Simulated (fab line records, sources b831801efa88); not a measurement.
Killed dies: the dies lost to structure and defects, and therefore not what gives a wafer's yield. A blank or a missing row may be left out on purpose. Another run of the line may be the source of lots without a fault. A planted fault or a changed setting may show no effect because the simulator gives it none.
Which of the tools did it? :: flow gf180mcu :: 14 lots, 42 wafers sampled, at 2 steps of a route of 602

WHAT THE GAUGES SHOWED, per wafer
GF_V2_THK_MEAS_03.
lot: L551
measured: day 19 22:20
on: film metro-03
V2_CVD_02_THK (nm): 835 846 845

lot: L552
measured: day 20 08:12
on: film metro-04
V2_CVD_02_THK (nm): 839 835 856

lot: L553
measured: day 20 10:31
on: film metro-02
V2_CVD_02_THK (nm): 846 853 859

lot: L554
measured: day 21 03:55
on: film metro-03
V2_CVD_02_THK (nm): 852 874 869

lot: L555
measured: day 21 07:39
on: film metro-02
V2_CVD_02_THK (nm): 855 874 873

lot: L557
measured: day 22 03:55
on: film metro-04
V2_CVD_02_THK (nm): 832 842 850

lot: L558
measured: day 22 09:31
on: film metro-04
V2_CVD_02_THK (nm): 862 842 859

lot: L559
measured: day 22 12:52
on: film metro-02
V2_CVD_02_THK (nm): 859 861 872

lot: L562
measured: day 23 17:40
on: film metro-03
V2_CVD_02_THK (nm): 839 843 854

lot: L567
measured: day 25 11:23
on: film metro-04
V2_CVD_02_THK (nm): 831 854 858

lot: L569
measured: day 26 02:46
on: film metro-04
V2_CVD_02_THK (nm): 839 857 863

lot: L570
measured: day 26 06:01
on: film metro-02
V2_CVD_02_THK (nm): 851 833 860

lot: L572
measured: day 27 06:42
on: film metro-04
V2_CVD_02_THK (nm): 833 860 852

lot: L573
measured: day 27 08:38
on: film metro-04
V2_CVD_02_THK (nm): 844 864 849

TOOL THAT RAN EACH LOT (tool first, then ch and the chambers of the sampled wafers, then the start)
lot: L551
GF_DNWELL_IMPLANT_07: implanter-04 ch 0, day 3 02:49

lot: L552
GF_DNWELL_IMPLANT_07: implanter-04 ch 0, day 3 05:54

lot: L553
GF_DNWELL_IMPLANT_07: implanter-04 ch 0, day 3 10:17

lot: L554
GF_DNWELL_IMPLANT_07: implanter-04 ch 0, day 3 16:47

lot: L555
GF_DNWELL_IMPLANT_07: implanter-02 ch 0, day 3 21:37

lot: L557
GF_DNWELL_IMPLANT_07: implanter-01 ch 0, day 4 08:01

lot: L558
GF_DNWELL_IMPLANT_07: implanter-02 ch 0, day 4 13:21

lot: L559
GF_DNWELL_IMPLANT_07: implanter-01 ch 0, day 4 17:46

lot: L562
GF_DNWELL_IMPLANT_07: implanter-01 ch 0, day 5 08:51

lot: L567
GF_DNWELL_IMPLANT_07: implanter-02 ch 0, day 6 13:27

lot: L569
GF_DNWELL_IMPLANT_07: implanter-04 ch 0, day 6 23:16

lot: L570
GF_DNWELL_IMPLANT_07: implanter-04 ch 0, day 7 04:33

lot: L572
GF_DNWELL_IMPLANT_07: implanter-02 ch 0, day 7 21:45

lot: L573
GF_DNWELL_IMPLANT_07: implanter-01 ch 0, day 7 21:55
- GF_DNWELL_IMPLANT_07

WHAT THE TOOLS THEMSELVES READ (means of the sampled wafers that have a number; where no wafer has one, the mark that the record gives instead)
GF_DNWELL_IMPLANT_07.
lot: L551
tool: implanter-04
dose ions cm2: 1.000e+13

lot: L552
tool: implanter-04
dose ions cm2: 9.997e+12

lot: L553
tool: implanter-04
dose ions cm2: 9.989e+12

lot: L554
tool: implanter-04
dose ions cm2: 9.995e+12

lot: L555
tool: implanter-02
dose ions cm2: 1.000e+13

lot: L557
tool: implanter-01
dose ions cm2: 1.000e+13

lot: L558
tool: implanter-02
dose ions cm2: 9.991e+12

lot: L559
tool: implanter-01
dose ions cm2: 1.000e+13

lot: L562
tool: implanter-01
dose ions cm2: 1.000e+13

lot: L567
tool: implanter-02
dose ions cm2: 9.981e+12

lot: L569
tool: implanter-04
dose ions cm2: 1.041e+13

lot: L570
tool: implanter-04
dose ions cm2: 1.041e+13

lot: L572
tool: implanter-02
dose ions cm2: 9.988e+12

lot: L573
tool: implanter-01
dose ions cm2: 1.001e+13

THE ANSWER, worked out from the rows above alone
Rule: the lots themselves supply what counts as usual. The widest of any qualifying gaps counts: lots, ordered by their means at a reading, are off when they make up no more than a third of the lots, leave a main group of 4 or more, and stand apart from it by 3 or more times the standard deviation of that group's means. Not used: any main group whose means are identical at the precision the tables above print for the reading. A lot without any number at a reading at which 4 lots or more have one is off too. All remaining lots with rows at the step are treated as sound. First the gauges in route order, then the tools' own readings, where a lot's mean is used as printed above. The first step at which some lot is off is used, and at that step the reading that is off furthest; a lot without a number counts as furthest.
Off, at GF_DNWELL_IMPLANT_07 on dose ions cm2: L569, L570. The main group has a mean of 9.996e+12 with a standard deviation of 7.3e+09.
A tool fits if, at that step or a process step before it, it ran every lot that is off, and no sound lot after the first of them. One fits: implanter-04 at GF_DNWELL_IMPLANT_07. A fault onset in the window from L554 (day 3 16:47, its last sound lot) to L569 (day 6 23:16, its first lot off) fits.
On the lots that are off, the tool's own readings at GF_DNWELL_IMPLANT_07 differ by more than 5 times the standard deviation of the sound lots' means, which bears it out; dose ions cm2 reads 1.041e+13 there versus 9.996e+12 on the sound lots.

WHAT HAD BEEN PUT IN BY THE SIMULATOR
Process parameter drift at GF_DNWELL_IMPLANT_07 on implanter-04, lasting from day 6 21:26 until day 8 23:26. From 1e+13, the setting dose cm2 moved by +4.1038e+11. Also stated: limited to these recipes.
Shown lots that were struck: L569, L570. The same result came from the rule above.
